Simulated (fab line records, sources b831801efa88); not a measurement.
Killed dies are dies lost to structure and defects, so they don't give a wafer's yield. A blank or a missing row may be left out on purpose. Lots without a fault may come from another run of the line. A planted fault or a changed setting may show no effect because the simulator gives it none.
fab line records | flow gf180mcu
record lots=5 wafers=15 last_day=33
route steps=602 shown M4@457 V4@476
lots that met no fault: from a run of the same line without faults
start_h: hours from the record's first day to the start of the lot's first wafer shown | wait_h: hours since the lot's step before | " the same as in the row above | L1.1+2: a row that stands for several wafers | - no value, or no start given | * or withheld: withheld | < > ~ a bound
route shown NAME@n: a module of which the file shows steps, and the number in the route of the first | usual: mean/standard deviation of fault-free wafers | same: alike in all rows | chamber/n: place in a boat | sites: the reading at each site | _std_site: their standard deviation | _edge_site: outer sites' mean less inner sites' | radius_mm: how far each site lies from the wafer's centre | mask NAME#n: copy n | behind: the tool/chamber that last shaped the wafer | hold: why the lot was held/for how many hours/how that ended | device: the transistor (n, p or np) that didn't switch | end of line: the same wafers' tests at the end of the route | a step without rows: its recipe alone | killed: dies lost to structure and defects at the first sort, not the wafer's yield | map: a wafer's dies, x killed, . not, _ none there
set.NAME: the setting as run; set.NAME@STEP: as run at that earlier step | model.NAME: the simulator's own value behind a step, which no gauge read
lots at some steps of the route; a table a step, a row a wafer
services: from which hour (start_h, from the record's first day; less than 0 if before it) a tool's chamber was out of use, for how many hours, and why
## steps
# step GF_M4_SPUTTER_01
# recipe material=TiN target_thk_nm=30 power_w=6500 time_s=25 chamber_pressure_pa=0.4
# usual throttle_valve_pct=30.0/1.2
# columns lot.wafer tool chamber start_h wait_h throttle_valve_pct
L077.1 pvd_sputter-02 - 536.03 0.1 28.1
L077.2 " - " " 29.5
L077.5 " - " " 29.6
L082.1 pvd_sputter-03 - 584.48 0.1 30.3
L082.2 " - " " 29.9
L082.3 " - " " 30.9
L083.1 pvd_sputter-04 - 590.01 0.1 29.4
L083.2 " - " " 31.6
L083.3 " - " " 29.3
L088.1 pvd_sputter-04 - 635.26 0.1 31.7
L088.4 " - " " 29.3
L088.6 " - " " 30.6
L090.2 pvd_sputter-04 - 647.31 0.1 31.6
L090.3 " - " " 29.6
L090.5 " - " " 29.3
# step GF_M4_SPUTTER_02
# recipe material=AlCu target_thk_nm=450 power_w=10600 time_s=24.27 chamber_pressure_pa=0.4
# usual throttle_valve_pct=30.0/1.2
# columns lot.wafer tool chamber start_h wait_h throttle_valve_pct
L077.1 pvd_sputter-02 - 536.06 0.0 28.4
L077.2 " - " " 29.8
L077.5 " - " " 29.6
L082.1 pvd_sputter-03 - 584.51 0.0 30.5
L082.2 " - " " 30.1
L082.3 " - " " 30.7
L083.1 pvd_sputter-04 - 590.04 0.0 29.7
L083.2 " - " " 32.0
L083.3 " - " " 29.1
L088.1 pvd_sputter-04 - 635.29 0.0 31.3
L088.4 " - " " 29.4
L088.6 " - " " 30.4
L090.2 pvd_sputter-04 - 647.34 0.0 31.8
L090.3 " - " " 29.5
L090.5 " - " " 29.2
# step GF_M4_SPUTTER_03
# recipe material=Ti target_thk_nm=10 substrate_temp_c=300 chamber_pressure_pa=0.3 power_w=3000 time_s=6.7
# usual throttle_valve_pct=30.0/1.2
# columns lot.wafer tool chamber start_h wait_h throttle_valve_pct
L077.1 pvd_sputter-02 - 536.09 0.0 28.4
L077.2 " - " " 29.5
L077.5 " - " " 29.6
L082.1 pvd_sputter-03 - 584.54 0.0 30.5
L082.2 " - " " 30.0
L082.3 " - " " 30.7
L083.1 pvd_sputter-04 - 590.07 0.0 29.5
L083.2 " - " " 31.5
L083.3 " - " " 29.1
L088.1 pvd_sputter-04 - 635.32 0.0 31.5
L088.4 " - " " 29.6
L088.6 " - " " 30.3
L090.2 pvd_sputter-04 - 647.37 0.0 31.3
L090.3 " - " " 29.5
L090.5 " - " " 29.4
# step GF_M4_SPUTTER_04
# recipe material=TiN target_thk_nm=50 power_w=6500 time_s=41.7 chamber_pressure_pa=0.4
# usual throttle_valve_pct=30.0/1.2
# columns lot.wafer tool chamber start_h wait_h throttle_valve_pct
L077.1 pvd_sputter-02 - 536.11 0.0 28.3
L077.2 " - " " 29.7
L077.5 " - " " 29.6
L082.1 pvd_sputter-03 - 584.56 0.0 30.1
L082.2 " - " " 30.1
L082.3 " - " " 30.7
L083.1 pvd_sputter-04 - 590.09 0.0 29.5
L083.2 " - " " 31.6
L083.3 " - " " 29.6
L088.1 pvd_sputter-04 - 635.34 0.0 31.8
L088.4 " - " " 29.5
L088.6 " - " " 30.4
L090.2 pvd_sputter-04 - 647.39 0.0 31.7
L090.3 " - " " 29.4
L090.5 " - " " 29.6
# step GF_M4_RS_MEAS_05
# recipe thk_meas_gauge=four-point-probe reads=TiN_of_M4_SPUTTER_04+Ti_of_M4_SPUTTER_03+AlCu_of_M4_SPUTTER_02+TiN_of_M4_SPUTTER_01+Ti_of_M4_SPUTTER_00
# usual M4_ALCU_RS=0.0683/0.00069
# columns lot.wafer tool chamber start_h wait_h M4_ALCU_RS[ohm/sq]
L077.1 film_metro-01 - 536.15 0.0 0.0674
L077.2 " - " " 0.0674
L077.5 " - " " 0.0671
L082.1 film_metro-02 - 584.60 0.0 0.0679
L082.2 " - " " 0.0675
L082.3 " - " " 0.0680
L083.1 film_metro-02 - 590.13 0.0 0.0686
L083.2 " - " " 0.0698
L083.3 " - " " 0.0687
L088.1 film_metro-03 - 635.38 0.0 0.0686
L088.4 " - " " 0.0685
L088.6 " - " " 0.0689
L090.2 film_metro-02 - 647.45 0.0 0.0686
L090.3 " - " " 0.0677
L090.5 " - " " 0.0684
# step GF_M4_THK_MEAS_06
# recipe thk_meas_gauge=xrf reads=AlCu_of_M4_SPUTTER_02
# usual M4_ALCU_THK=459/4.9
# columns lot.wafer tool chamber start_h wait_h M4_ALCU_THK[nm]
L077.1 film_metro-01 - 536.27 0.1 463
L077.2 " - " " 464
L077.5 " - " " 465
L082.1 film_metro-02 - 584.72 0.1 464
L082.2 " - " " 466
L082.3 " - " " 459
L083.1 film_metro-02 - 590.25 0.1 457
L083.2 " - " " 449
L083.3 " - " " 454
L088.1 film_metro-03 - 635.50 0.1 460
L088.4 " - " " 461
L088.6 " - " " 457
L090.2 film_metro-02 - 647.56 0.1 460
L090.3 " - " " 464
L090.5 " - " " 459
# step GF_M4_DEHYDRATE_07
# recipe temp_c=200 time_s=60
# usual chill_plate_temp_C=23.00/0.11
# columns lot.wafer tool chamber start_h wait_h chill_plate_temp_C
L077.1 litho_track-01 0 546.75 10.5 23.10
L077.2 " 0 " " 23.00
L077.5 " 0 " " 23.11
L082.1 litho_track-01 0 594.75 10.0 23.01
L082.2 " 0 " " 22.91
L082.3 " 0 " " 22.97
L083.1 litho_track-04 0 599.75 9.5 22.99
L083.2 " 0 " " 22.94
L083.3 " 0 " " 23.07
L088.1 litho_track-04 0 644.65 9.1 22.72
L088.4 " 0 " " 23.05
L088.6 " 0 " " 22.85
L090.2 litho_track-04 0 656.38 8.8 23.02
L090.3 " 0 " " 23.09
L090.5 " 0 " " 23.10
# step GF_M4_HMDS_08
# recipe prime_time_s=60 prime_temp_c=120
# usual chill_plate_temp_C=22.97/0.096
# columns lot.wafer tool chamber start_h wait_h chill_plate_temp_C
L077.1 litho_track-01 0 546.90 0.1 22.93
L077.2 " 0 " " 23.00
L077.5 " 0 " " 22.97
L082.1 litho_track-01 0 594.90 0.1 22.89
L082.2 " 0 " " 23.08
L082.3 " 0 " " 23.07
L083.1 litho_track-04 0 599.90 0.1 23.01
L083.2 " 0 " " 22.92
L083.3 " 0 " " 22.95
L088.1 litho_track-04 0 644.80 0.1 22.84
L088.4 " 0 " " 22.94
L088.6 " 0 " " 23.01
L090.2 litho_track-04 0 656.53 0.1 23.11
L090.3 " 0 " " 23.07
L090.5 " 0 " " 22.83
# step GF_M4_COAT_09
# recipe resist=KrF spin_rpm=withheld resist_thk_nm=1000
# usual chill_plate_temp_C=23.00/0.1
# columns lot.wafer tool chamber start_h wait_h chill_plate_temp_C
L077.1 litho_track-01 0 547.05 0.1 23.15
L077.2 " 0 " " 23.18
L077.5 " 0 " " 23.05
L082.1 litho_track-01 0 595.05 0.1 23.10
L082.2 " 0 " " 23.14
L082.3 " 0 " " 22.97
L083.1 litho_track-04 0 600.05 0.1 23.15
L083.2 " 0 " " 22.79
L083.3 " 0 " " 22.89
L088.1 litho_track-04 0 644.95 0.1 22.96
L088.4 " 0 " " 23.14
L088.6 " 0 " " 23.14
L090.2 litho_track-04 0 656.68 0.1 22.99
L090.3 " 0 " " 23.05
L090.5 " 0 " " 23.05
# step GF_M4_SOFTBAKE_10
# recipe temp_c=130 time_s=60 resist=KrF
# usual chill_plate_temp_C=22.99/0.096
# columns lot.wafer tool chamber start_h wait_h chill_plate_temp_C
L077.1 litho_track-01 0 547.20 0.1 22.88
L077.2 " 0 " " 22.96
L077.5 " 0 " " 23.00
L082.1 litho_track-01 0 595.20 0.1 23.05
L082.2 " 0 " " 23.04
L082.3 " 0 " " 23.13
L083.1 litho_track-04 0 600.20 0.1 23.07
L083.2 " 0 " " 22.90
L083.3 " 0 " " 23.00
L088.1 litho_track-04 0 645.10 0.1 23.09
L088.4 " 0 " " 23.04
L088.6 " 0 " " 23.17
L090.2 litho_track-04 0 656.83 0.1 23.02
L090.3 " 0 " " 22.95
L090.5 " 0 " " 23.03
# step GF_M4_EXPOSE_11
# recipe mask_id=Metal4 target_cd_nm=280 na=0.68 source_shape=conventional sigma_outer=0.6 dose_mj=28
# columns lot.wafer tool chamber start_h wait_h mask
L077.1+2+5 krf_scanner-02 0 - - Metal4#0
L082.1+2+3 krf_scanner-01 0 - - Metal4#0
L083.1+2+3 krf_scanner-01 0 - - Metal4#0
L088.1+4+6 krf_scanner-02 0 - - Metal4#0
L090.2+3+5 krf_scanner-02 0 - - Metal4#0
# step GF_M4_PEB_12
# recipe peb_temp_c=135 peb_time_s=90 resist=KrF
# usual chill_plate_temp_C=22.98/0.12
# columns lot.wafer tool chamber start_h wait_h chill_plate_temp_C
L077.1 litho_track-02 0 - - 22.96
L077.2 " 0 " " 22.76
L077.5 " 0 " " 22.95
L082.1 litho_track-04 0 - - 23.08
L082.2 " 0 " " 22.95
L082.3 " 0 " " 23.08
L083.1 litho_track-01 0 - - 22.91
L083.2 " 0 " " 22.81
L083.3 " 0 " " 22.90
L088.1 litho_track-04 0 - - 23.07
L088.4 " 0 " " 23.07
L088.6 " 0 " " 23.00
L090.2 litho_track-04 0 - - 23.15
L090.3 " 0 " " 23.05
L090.5 " 0 " " 22.97
# step GF_M4_DEVELOP_13
# recipe develop_time_s=60 dev_temp_c=21
# usual chill_plate_temp_C=23.02/0.11
# columns lot.wafer tool chamber start_h wait_h chill_plate_temp_C
L077.1 litho_track-02 0 558.64 0.2 22.94
L077.2 " 0 " " 22.88
L077.5 " 0 " " 23.04
L082.1 litho_track-04 0 605.70 0.2 23.07
L082.2 " 0 " " 23.04
L082.3 " 0 " " 23.04
L083.1 litho_track-01 0 610.65 0.2 23.11
L083.2 " 0 " " 22.91
L083.3 " 0 " " 22.98
L088.1 litho_track-04 0 654.45 0.2 22.94
L088.4 " 0 " " 23.01
L088.6 " 0 " " 22.92
L090.2 litho_track-04 0 666.33 0.2 22.93
L090.3 " 0 " " 22.88
L090.5 " 0 " " 22.95
# step GF_M4_CD_MEAS_14
# recipe target_cd_nm=280
# usual cd_nm=280.1/0.97
# columns lot.wafer tool chamber start_h wait_h cd_nm
L077.1 cd_sem-01 - 558.79 0.1 280.1
L077.2 " - " " 281.2
L077.5 " - " " 280.0
L082.1 cd_sem-01 - 605.85 0.1 279.0
L082.2 " - " " 277.3
L082.3 " - " " 279.0
L083.1 cd_sem-02 - 610.80 0.1 279.8
L083.2 " - " " 279.2
L083.3 " - " " 279.4
L088.1 cd_sem-01 - 654.70 0.2 280.0
L088.4 " - " " 280.0
L088.6 " - " " 279.9
L090.2 cd_sem-02 - 666.47 0.1 280.7
L090.3 " - " " 279.0
L090.5 " - " " 280.5
# step GF_M4_OVL_MEAS_15
# usual M4_OVL=0/5.1
# columns lot.wafer tool chamber start_h wait_h M4_OVL[nm]
L077.1 overlay-02 - 558.91 0.1 -8
L077.2 " - " " -2
L077.5 " - " " 1
L082.1 overlay-01 - 605.97 0.1 -3
L082.2 " - " " 4
L082.3 " - " " 5
L083.1 overlay-01 - 610.92 0.1 4
L083.2 " - " " 4
L083.3 " - " " 1
L088.1 overlay-01 - 654.82 0.1 7
L088.4 " - " " -3
L088.6 " - " " 0
L090.2 overlay-02 - 666.58 0.1 5
L090.3 " - " " 0
L090.5 " - " " -3
# step GF_M4_METAL_ETCH_16
# recipe chemistry=Cl2/BCl3 mask_material=KrF target_depth_nm=627.5 stop_on=SiO2 pressure_mtorr=8 icp_w=800 bias_w=140 Cl2_flow_sccm=80 bcl3_flow_sccm=40 time_s=104.6
# usual bcl3_flow_sccm=39.96/0.12 chamber_pressure_mTorr=8.000/0.007 drypump_motor_current_A=5.5/0.53 oes_product_au=0.980/0.0056 throttle_valve_pct=28.241/0.011
# columns lot.wafer tool chamber start_h wait_h bcl3_flow_sccm chamber_pressure_mTorr drypump_motor_current_A oes_product_au rf_hours_counter_h throttle_valve_pct
L077.1 rie_metal-01 0 558.94 0.0 40.06 8.010 6.1 0.982 11 28.241
L077.2 " 1 " " 39.74 7.996 6.4 0.995 12 28.239
L077.5 " 0 " " 39.72 8.004 6.1 0.984 - 28.217
L082.1 rie_metal-02 0 606.01 0.0 40.17 8.004 5.1 0.980 8 28.225
L082.2 " 1 " " 39.96 8.009 5.0 0.981 6 28.225
L082.3 " 1 " " 40.01 8.006 5.0 0.977 - 28.238
L083.1 rie_metal-02 1 610.96 0.0 39.89 8.006 5.0 0.974 7 28.250
L083.2 " 1 " " 39.90 7.990 5.0 0.972 - 28.255
L083.3 " 1 " " 39.93 7.999 5.0 0.978 - 28.245
L088.1 rie_metal-02 1 654.86 0.0 39.86 7.997 5.0 0.985 8 28.242
L088.4 " 0 " " 39.88 7.994 5.1 0.978 - 28.244
L088.6 " 0 " " 39.90 7.993 5.1 0.982 - 28.234
L090.2 rie_metal-02 1 666.61 0.0 39.99 8.005 5.0 0.977 9 28.256
L090.3 " 0 " " 39.69 8.008 5.0 0.987 - 28.243
L090.5 " 0 " " 40.12 8.002 5.0 0.981 - 28.236
# step GF_M4_STRIP_17
# recipe chemistry=O2/N2 power_w=1400 pressure_mtorr=1500 platen_temp_c=250 o2_flow_sccm=3000 n2_flow_sccm=300 overash_fraction=0.5
# usual chamber_pressure_mTorr=1500.2/1.5 drypump_motor_current_A=5.8/0.75 heater_power_w=346/32 oes_product_au=0.557/0.0047 strip_time_to_endpoint_s=7.85/0.042
# same overash_fraction=0.5
# columns lot.wafer tool chamber start_h wait_h chamber_pressure_mTorr drypump_motor_current_A heater_power_w oes_product_au rf_hours_counter_h strip_time_to_endpoint_s
L077.1 plasma_asher-01 0 559.09 0.1 1499.3 4.7 316 0.551 73 7.87
L077.2 " 1 " " 1500.4 6.8 360 0.552 73 7.83
L077.5 " 0 " " 1502.0 4.7 304 0.558 - 7.87
L082.1 plasma_asher-01 1 606.12 0.1 1501.1 6.8 361 0.568 78 7.85
L082.2 " 0 " " 1497.4 4.7 309 0.555 78 7.81
L082.3 " 1 " " 1500.1 6.8 365 0.550 - 7.83
L083.1 plasma_asher-01 1 611.18 0.2 1499.4 6.8 358 0.555 79 7.85
L083.2 " 0 " " 1501.1 4.7 306 0.555 79 7.84
L083.3 " 1 " " 1499.2 6.7 362 0.552 - 7.82
L088.1 plasma_asher-02 0 654.97 0.1 1501.4 6.0 396 0.559 59 7.82
L088.4 " 1 " " 1500.4 6.6 414 0.560 - 7.87
L088.6 " 1 " " 1502.3 6.6 404 0.554 - 7.84
L090.2 plasma_asher-03 1 666.72 0.1 1499.5 6.1 324 0.547 24 7.75
L090.3 " 1 " " 1500.9 6.1 319 0.552 - 7.80
L090.5 " 1 " " 1501.5 6.1 315 0.547 - 7.80
# step GF_M4_STRIP_18
# recipe chemistry=post_etch_residue_remover time_s=1200 temp_c=72.5
# usual temp_c=72.52/0.12
# columns lot.wafer tool chamber start_h wait_h temp_c
L077.1 wet_bench-02 0 559.19 0.1 72.55
L077.2 " 0 " " 72.62
L077.5 " 0 " " 72.68
L082.1 wet_bench-02 2 606.22 0.1 72.28
L082.2 " 2 " " 72.35
L082.3 " 2 " " 72.28
L083.1 wet_bench-03 0 611.28 0.1 72.45
L083.2 " 0 " " 72.45
L083.3 " 0 " " 72.45
L088.1 wet_bench-02 1 655.07 0.1 72.49
L088.4 " 1 " " 72.55
L088.6 " 1 " " 72.54
L090.2 wet_bench-01 0 666.82 0.1 72.52
L090.3 " 0 " " 72.40
L090.5 " 0 " " 72.45
# step GF_M4_CLEAN_19
# recipe chemistry=DIW dry=n2_spin
# columns lot.wafer tool chamber start_h wait_h
L077.1+2+5 wet_bench-01 3 559.53 0.0
L082.1+2+3 wet_bench-03 1 606.56 0.0
L083.1+2+3 wet_bench-02 0 611.62 0.0
L088.1+4+6 wet_bench-02 1 655.41 0.0
L090.2+3+5 wet_bench-02 0 667.16 0.0
# step GF_V4_CVD_00
# recipe material=SiO2 target_thk_nm=600 sigma_open_frac=0.3 temp_c=400 time_s=100 sih4_flow_sccm=60 pressure_mtorr=6
# columns lot.wafer tool chamber start_h wait_h
L077.1+2+5 hdpcvd-01 0,1,1 559.63 0.0
L082.1+2+3 hdpcvd-01 2,0,1 606.65 0.0
L083.1+2+3 hdpcvd-01 1,0,2 611.72 0.0
L088.1+4+6 hdpcvd-01 0,0,2 655.51 0.0
L090.2+3+5 hdpcvd-02 0,2,0 667.28 0.0
# step GF_V4_THK_MEAS_01
# recipe reads=SiO2_of_V4_CVD_00
# usual V4_CVD_00_THK=597/6.6
# columns lot.wafer tool chamber start_h wait_h V4_CVD_00_THK[nm]
L077.1 film_metro-01 - 559.71 0.0 591
L077.2 " - " " 611
L077.5 " - " " 606
L082.1 film_metro-03 - 606.73 0.0 592
L082.2 " - " " 587
L082.3 " - " " 591
L083.1 film_metro-03 - 611.79 0.0 602
L083.2 " - " " 595
L083.3 " - " " 601
L088.1 film_metro-01 - 655.58 0.0 594
L088.4 " - " " 596
L088.6 " - " " 601
L090.2 film_metro-01 - 667.36 0.0 599
L090.3 " - " " 610
L090.5 " - " " 606
# step GF_V4_CVD_02
# recipe material=SiO2 target_thk_nm=850 precursor=TEOS temp_c=400 time_s=94.851 rf_w=600
# usual heater_power_w=672/74
# columns lot.wafer tool chamber start_h wait_h heater_power_w
L077.1 pecvd-02 1 559.77 0.1 750
L077.2 " 2 " " 842
L077.5 " 1 " " 608
L082.1 pecvd-01 2 606.79 0.1 784
L082.2 " 1 " " 689
L082.3 " 0 " " 657
L083.1 pecvd-01 1 611.85 0.1 705
L083.2 " 2 " " 819
L083.3 " 0 " " 666
L088.1 pecvd-02 1 655.64 0.1 554
L088.4 " 2 " " 621
L088.6 " 1 " " 637
L090.2 pecvd-02 2 667.41 0.0 752
L090.3 " 0 " " 538
L090.5 " 0 " " 590
# step GF_V4_THK_MEAS_03
# recipe reads=SiO2_of_V4_CVD_02
# usual V4_CVD_02_THK=851/12
# columns lot.wafer tool chamber start_h wait_h V4_CVD_02_THK[nm]
L077.1 film_metro-01 - 559.84 0.0 841
L077.2 " - " " 840
L077.5 " - " " 855
L082.1 film_metro-04 - 606.85 0.0 851
L082.2 " - " " 862
L082.3 " - " " 871
L083.1 film_metro-04 - 611.92 0.0 856
L083.2 " - " " 850
L083.3 " - " " 859
L088.1 film_metro-03 - 655.71 0.0 853
L088.4 " - " " 855
L088.6 " - " " 860
L090.2 film_metro-03 - 667.49 0.0 849
L090.3 " - " " 841
L090.5 " - " " 843
# step GF_V4_CMP_04
# recipe material=SiO2 down_force_psi=4 platen_rpm=60 pad_velocity_m_s=0.94248
# usual motor_current_A=11.9/1.4 retaining_ring_pressure_frac=1.000/0.005 time_to_endpoint_s=77/5.3
# columns lot.wafer tool chamber start_h wait_h motor_current_A retaining_ring_pressure_frac time_to_endpoint_s
L077.1 cmp-01 3 559.95 0.1 11.8 0.997 75
L077.2 " 0 " " 13.1 1.006 76
L077.5 " 2 " " 13.0 0.999 83
L082.1 cmp-02 3 606.96 0.1 10.4 0.991 79
L082.3 " 0 " " 14.3 1.001 85
L082.2 " 1 " " 11.1 0.998 81
L083.3 cmp-02 0 611.98 0.0 14.0 1.006 87
L083.2 " 1 " " 11.0 1.005 71
L083.1 " 2 " " 10.6 1.006 79
L088.1 cmp-01 0 655.77 0.1 12.0 1.005 78
L088.4 " 3 " " 11.3 0.994 79
L088.6 " 1 " " 12.7 0.991 79
L090.3 cmp-01 1 667.64 0.1 12.5 0.996 72
L090.2 " 2 " " 13.2 1.004 77
L090.5 " 0 " " 12.5 0.995 78
# step GF_V4_BOW_MEAS_05
# recipe mode=bow
# usual V4_BOW=137/9.4
# columns lot.wafer tool chamber start_h wait_h V4_BOW[um]
L077.1 film_metro-03 - 560.20 0.2 144
L077.2 " - " " 128
L077.5 " - " " 147
L082.1 film_metro-03 - 607.21 0.2 150
L082.2 " - " " 153
L082.3 " - " " 135
L083.1 film_metro-03 - 612.28 0.1 127
L083.2 " - " " 133
L083.3 " - " " 135
L088.1 film_metro-03 - 656.07 0.2 120
L088.4 " - " " 132
L088.6 " - " " 131
L090.2 film_metro-03 - 667.86 0.1 122
L090.3 " - " " 133
L090.5 " - " " 118
# step GF_V4_DEHYDRATE_06
# recipe temp_c=200 time_s=60
# usual chill_plate_temp_C=22.99/0.095
# columns lot.wafer tool chamber start_h wait_h chill_plate_temp_C
L077.1 litho_track-02 0 570.14 9.9 22.86
L077.2 " 0 " " 22.79
L077.5 " 0 " " 22.72
L082.1 litho_track-01 0 617.25 10.0 23.09
L082.2 " 0 " " 22.78
L082.3 " 0 " " 22.86
L083.1 litho_track-01 0 621.90 9.6 22.90
L083.2 " 0 " " 23.02
L083.3 " 0 " " 23.09
L088.1 litho_track-01 0 665.35 9.3 22.96
L088.4 " 0 " " 22.95
L088.6 " 0 " " 22.86
L090.2 litho_track-01 0 676.83 8.9 23.20
L090.3 " 0 " " 23.09
L090.5 " 0 " " 23.02
# step GF_V4_HMDS_07
# recipe prime_time_s=60 prime_temp_c=120
# usual chill_plate_temp_C=23.00/0.1
# columns lot.wafer tool chamber start_h wait_h chill_plate_temp_C
L077.1 litho_track-02 0 570.29 0.1 22.97
L077.2 " 0 " " 23.01
L077.5 " 0 " " 23.02
L082.1 litho_track-01 0 617.40 0.1 23.09
L082.2 " 0 " " 23.21
L082.3 " 0 " " 23.19
L083.1 litho_track-01 0 622.05 0.1 23.01
L083.2 " 0 " " 22.93
L083.3 " 0 " " 22.87
L088.1 litho_track-01 0 665.50 0.1 23.02
L088.4 " 0 " " 22.99
L088.6 " 0 " " 23.10
L090.2 litho_track-01 0 676.98 0.1 22.88
L090.3 " 0 " " 23.05
L090.5 " 0 " " 22.94
# step GF_V4_COAT_08
# recipe resist=BARC temp_c=withheld time_s=withheld spin_rpm=withheld resist_thk_nm=withheld
# usual chill_plate_temp_C=*
# columns lot.wafer tool chamber start_h wait_h chill_plate_temp_C
L077.1 litho_track-02 0 570.44 0.1 *
L077.2 " 0 " " *
L077.5 " 0 " " *
L082.1 litho_track-01 0 617.55 0.1 *
L082.2 " 0 " " *
L082.3 " 0 " " *
L083.1 litho_track-01 0 622.20 0.1 *
L083.2 " 0 " " *
L083.3 " 0 " " *
L088.1 litho_track-01 0 665.65 0.1 *
L088.4 " 0 " " *
L088.6 " 0 " " *
L090.2 litho_track-01 0 677.13 0.1 *
L090.3 " 0 " " *
L090.5 " 0 " " *
# step GF_V4_COAT_09
# recipe resist=KrF spin_rpm=withheld resist_thk_nm=1016
# usual chill_plate_temp_C=23.01/0.13
# columns lot.wafer tool chamber start_h wait_h chill_plate_temp_C
L077.1 litho_track-02 0 - - 23.01
L077.2 " 0 " " 23.04
L077.5 " 0 " " 22.89
L082.1 litho_track-01 0 - - 23.02
L082.2 " 0 " " 22.99
L082.3 " 0 " " 22.95
L083.1 litho_track-01 0 - - 22.97
L083.2 " 0 " " 23.04
L083.3 " 0 " " 23.00
L088.1 litho_track-01 0 - - 22.75
L088.4 " 0 " " 22.87
L088.6 " 0 " " 22.82
L090.2 litho_track-01 0 - - 22.89
L090.3 " 0 " " 23.04
L090.5 " 0 " " 23.04
# step GF_V4_SOFTBAKE_10
# recipe temp_c=130 time_s=60 resist=KrF
# usual chill_plate_temp_C=22.97/0.11
# columns lot.wafer tool chamber start_h wait_h chill_plate_temp_C
L077.1 litho_track-02 0 - - 23.11
L077.2 " 0 " " 22.90
L077.5 " 0 " " 22.94
L082.1 litho_track-01 0 - - 22.90
L082.2 " 0 " " 22.88
L082.3 " 0 " " 23.00
L083.1 litho_track-01 0 - - 22.97
L083.2 " 0 " " 23.03
L083.3 " 0 " " 23.08
L088.1 litho_track-01 0 - - 23.17
L088.4 " 0 " " 23.04
L088.6 " 0 " " 22.90
L090.2 litho_track-01 0 - - 23.12
L090.3 " 0 " " 23.04
L090.5 " 0 " " 23.03
# step GF_V4_EXPOSE_11
# recipe mask_id=Via4 target_cd_nm=260 na=0.68 source_shape=conventional sigma_outer=0.6 dose_mj=38
# columns lot.wafer tool chamber start_h wait_h mask
L077.1+2+5 krf_scanner-02 0 - - Via4#0
L082.1+2+3 krf_scanner-01 0 - - Via4#0
L083.1+2+3 krf_scanner-02 0 - - Via4#0
L088.1+4+6 krf_scanner-02 0 - - Via4#0
L090.2+3+5 krf_scanner-01 0 - - Via4#0
# step GF_V4_PEB_12
# recipe peb_temp_c=135 peb_time_s=90 resist=KrF
# usual chill_plate_temp_C=23.03/0.098
# columns lot.wafer tool chamber start_h wait_h chill_plate_temp_C
L077.1 litho_track-01 0 - - 23.17
L077.2 " 0 " " 22.98
L077.5 " 0 " " 23.02
L082.1 litho_track-02 0 - - 23.14
L082.2 " 0 " " 23.13
L082.3 " 0 " " 23.24
L083.1 litho_track-01 0 - - 23.03
L083.2 " 0 " " 22.97
L083.3 " 0 " " 23.04
L088.1 litho_track-02 0 - - 22.99
L088.4 " 0 " " 22.88
L088.6 " 0 " " 22.92
L090.2 litho_track-01 0 - - 23.06
L090.3 " 0 " " 23.01
L090.5 " 0 " " 23.09
# step GF_V4_DEVELOP_13
# recipe develop_time_s=60 resist=KrF dev_temp_c=21
# usual chill_plate_temp_C=23.01/0.11
# columns lot.wafer tool chamber start_h wait_h chill_plate_temp_C
L077.1 litho_track-01 0 581.75 0.2 22.95
L077.2 " 0 " " 23.02
L077.5 " 0 " " 22.94
L082.1 litho_track-02 0 627.74 0.2 23.04
L082.2 " 0 " " 23.05
L082.3 " 0 " " 22.93
L083.1 litho_track-01 0 632.10 0.2 23.11
L083.2 " 0 " " 22.84
L083.3 " 0 " " 22.95
L088.1 litho_track-02 0 675.14 0.2 22.91
L088.4 " 0 " " 22.89
L088.6 " 0 " " 22.81
L090.2 litho_track-01 0 686.53 0.2 23.10
L090.3 " 0 " " 22.99
L090.5 " 0 " " 23.06
# step GF_V4_CD_MEAS_14
# recipe target_cd_nm=260
# usual cd_nm=259.8/1.1
# columns lot.wafer tool chamber start_h wait_h cd_nm
L077.1 cd_sem-01 - 581.90 0.1 259.3
L077.2 " - " " 259.6
L077.5 " - " " 260.9
L082.1 cd_sem-01 - 627.89 0.1 259.6
L082.2 " - " " 260.6
L082.3 " - " " 259.8
L083.1 cd_sem-01 - 632.25 0.1 260.8
L083.2 " - " " 261.2
L083.3 " - " " 261.2
L088.1 cd_sem-02 - 675.29 0.1 260.9
L088.4 " - " " 260.0
L088.6 " - " " 261.0
L090.2 cd_sem-02 - 686.67 0.1 259.3
L090.3 " - " " 259.3
L090.5 " - " " 260.0
# step GF_V4_OVL_MEAS_15
# usual V4_OVL=2/6.1
# columns lot.wafer tool chamber start_h wait_h V4_OVL[nm]
L077.1 overlay-02 - 582.02 0.1 -2
L077.2 " - " " -2
L077.5 " - " " 3
L082.1 overlay-02 - 628.01 0.1 11
L082.2 " - " " 5
L082.3 " - " " 11
L083.1 overlay-01 - 632.37 0.1 13
L083.2 " - " " 9
L083.3 " - " " 12
L088.1 overlay-01 - 675.41 0.1 1
L088.4 " - " " 0
L088.6 " - " " -3
L090.2 overlay-02 - 686.78 0.1 6
L090.3 " - " " 10
L090.5 " - " " 4
## services
# columns tool chamber start_h hours kind
pecvd-01 2 524.93 4.4 repair
krf_scanner-01 - 530.70 4.4 pm
pecvd-02 - 534.50 0.6 repair
hdpcvd-01 - 539.25 15.0 pm
pecvd-02 - 541.11 2.7 repair
krf_scanner-01 - 546.80 0.8 pm
krf_scanner-01 - 551.14 0.9 repair
cmp-01 - 552.71 1.8 repair
krf_scanner-02 - 556.70 0.5 repair
krf_scanner-02 - 567.28 3.5 repair
krf_scanner-02 - 584.20 0.6 repair
pecvd-02 - 591.12 14.0 pm
rie_metal-02 0 606.87 5.2 repair
cmp-01 - 611.37 12.7 repair
pvd_sputter-02 - 616.38 2.8 repair
krf_scanner-02 - 629.25 0.8 pm
krf_scanner-01 - 636.38 1.3 pm
pvd_sputter-02 - 641.09 61.8 repair
cmp-01 - 647.21 3.6 pm
krf_scanner-01 - 650.02 1.0 pm
krf_scanner-02 - 658.68 1.3 pm
pecvd-02 - 662.08 1.3 repair
rie_metal-02 0 675.03 7.7 repair
krf_scanner-02 - 678.46 1.0 pm
## key
fault none
